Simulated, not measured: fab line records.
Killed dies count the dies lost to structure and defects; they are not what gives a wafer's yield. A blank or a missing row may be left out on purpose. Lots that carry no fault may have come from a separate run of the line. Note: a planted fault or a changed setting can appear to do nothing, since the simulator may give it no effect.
Matching of chambers	flow sfq line	4 sister chambers for SFQ_TRILAYER_I2_VIA_ETCH_VIA_ETCH_070 on rie diel-04
The step etches SiO2 in CHF3, stops on Nb, target depth 260 nm. 4 wafers are shown with their chamber, then 6 later ones without.

== WAFERS, EACH WITH ITS CHAMBER ==
wafer	chamber	drypump motor current A (A)
L468.3	3	6.0
L468.4	0	5.1
L474.2	1	4.9
L474.5	2	5.1

== WAFERS WITHOUT THEIR CHAMBER ==
wafer	drypump motor current A (A)
L483.1	5.2
L483.4	4.9
L483.5	4.9
L485.2	6.1
L485.4	4.9
L485.6	6.0

== THE CHAMBER EACH PASSED THROUGH ==
wafer	from the rows above	in truth
L483.1	can't be placed: 0 or 2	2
L483.4	1	1
L483.5	1	1
L485.2	3	3
L485.4	1	1
L485.6	3	3
5 of 6 placed correctly. From these rows, 1 cannot be placed; in 1 the true chamber is one of the candidates. Placed wrongly: 0.
How it was worked out, from the rows above alone: a wafer's distance from a chamber is the root of the sum, over the readings, of the square of ((its reading less the chamber's mean) divided by the reading's scatter). The wafer belongs to the nearest chamber; if the next one is less than 2 further off, it can't be placed. A chamber's mean is the mean of its shown wafers. The scatter (one wafer shown for each chamber): square how far every hidden wafer sits from the nearest shown wafer, average those squares and take the square root.
